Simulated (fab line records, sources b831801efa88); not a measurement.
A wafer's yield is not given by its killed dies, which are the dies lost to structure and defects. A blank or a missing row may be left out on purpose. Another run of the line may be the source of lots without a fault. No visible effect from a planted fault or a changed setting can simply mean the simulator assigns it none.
Matching of chambers + flow sky130 + 4 sister chambers for SKY_LI_CONTACT_CMP_02 on cmp-02
The step polishes PSG. 18 wafers are shown with their chamber, then 9 later ones without.

== WAFERS WITH THEIR CHAMBER ==
| wafer  | chamber | motor_current_A (A) | edge_zone_pressure_frac | slurry_flow_ml_min |
|--------|---------|---------------------|-------------------------|--------------------|
| L448.1 | 1       | 12.8                | 0.996                   | 149.9              |
| L448.3 | 0       | 13.4                | 0.998                   | 149.8              |
| L448.5 | 0       | 13.0                | 1.004                   | 150.4              |
| L449.2 | 0       | 13.1                | 1.004                   | 149.7              |
| L449.3 | 2       | 11.3                | 0.999                   | 149.6              |
| L449.6 | 2       | 11.5                | 1.002                   | 149.9              |
| L452.1 | 1       | 13.4                | 0.996                   | 150.4              |
| L452.2 | 3       | 13.0                | 0.996                   | 151.4              |
| L452.3 | 2       | 11.7                | 1.004                   | 149.3              |
| L455.3 | 0       | 13.0                | 0.996                   | 149.7              |
| L455.4 | 1       | 13.0                | 0.997                   | 149.7              |
| L455.6 | 0       | 13.1                | 1.006                   | 149.6              |
| L456.1 | 2       | 11.8                | 1.003                   | 150.1              |
| L456.2 | 0       | 13.6                | 1.000                   | 150.6              |
| L456.3 | 3       | 13.0                | 0.996                   | 150.5              |
| L461.1 | 0       | 13.9                | 1.005                   | 150.5              |
| L461.3 | 3       | 13.2                | 0.997                   | 149.9              |
| L461.4 | 1       | 12.9                | 0.996                   | 149.6              |

SIGNATURES (averages over the wafers above)
| reading                 | chamber 0 | chamber 1 | chamber 2 | chamber 3 | scatter within a chamber |
|-------------------------|-----------|-----------|-----------|-----------|--------------------------|
| motor_current_A         | 13.300    | 13.025    | 11.575    | 13.067    | 0.281                    |
| edge_zone_pressure_frac | 1.00186   | 0.99625   | 1.00200   | 0.99633   | 0.00273                  |
| slurry_flow_ml_min      | 150.043   | 149.900   | 149.725   | 150.600   | 0.465                    |
Rule: for each reading, subtract the chamber's mean from the wafer's reading, divide by that reading's scatter and square the result; add these up over the readings and take the root, which gives the wafer's distance from the chamber. The wafer belongs to the nearest chamber; if the next one is less than 2 further off, it can't be placed. The scatter: take each reading less its chamber's mean, square it, sum over the shown wafers, divide by the number of wafers less the number of chambers, and take the root.

== WAFERS WHOSE CHAMBER IS MISSING ==
| wafer  | motor_current_A (A) | edge_zone_pressure_frac | slurry_flow_ml_min |
|--------|---------------------|-------------------------|--------------------|
| L462.2 | 12.7                | 1.004                   | 150.5              |
| L462.3 | 11.8                | 1.004                   | 149.7              |
| L462.6 | 13.0                | 1.002                   | 150.2              |
| L468.1 | 12.9                | 0.997                   | 150.3              |
| L468.3 | 12.0                | 1.000                   | 150.8              |
| L468.4 | 12.7                | 1.000                   | 150.6              |
| L470.3 | 12.5                | 0.996                   | 150.1              |
| L470.4 | 13.0                | 0.999                   | 149.7              |
| L470.5 | 12.6                | 0.998                   | 150.4              |

== CHAMBER TAKEN BY EACH ==
| wafer  | from the rows above               | in truth |
|--------|-----------------------------------|----------|
| L462.2 | can't be placed: 0 or 3 or 1 or 2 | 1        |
| L462.3 | 2                                 | 2        |
| L462.6 | can't be placed: 0 or 1 or 3      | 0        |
| L468.1 | can't be placed: 3 or 1 or 0      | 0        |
| L468.3 | can't be placed: 2 or 3 or 1      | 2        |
| L468.4 | can't be placed: 3 or 1 or 0      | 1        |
| L470.3 | can't be placed: 1 or 3 or 0      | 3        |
| L470.4 | can't be placed: 1 or 0 or 3      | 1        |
| L470.5 | can't be placed: 3 or 1 or 0      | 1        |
Placed correctly: 1 of 9. Cannot be placed on the basis of these rows: 8; the candidates contain the true chamber in 8. Number placed wrongly: 0.
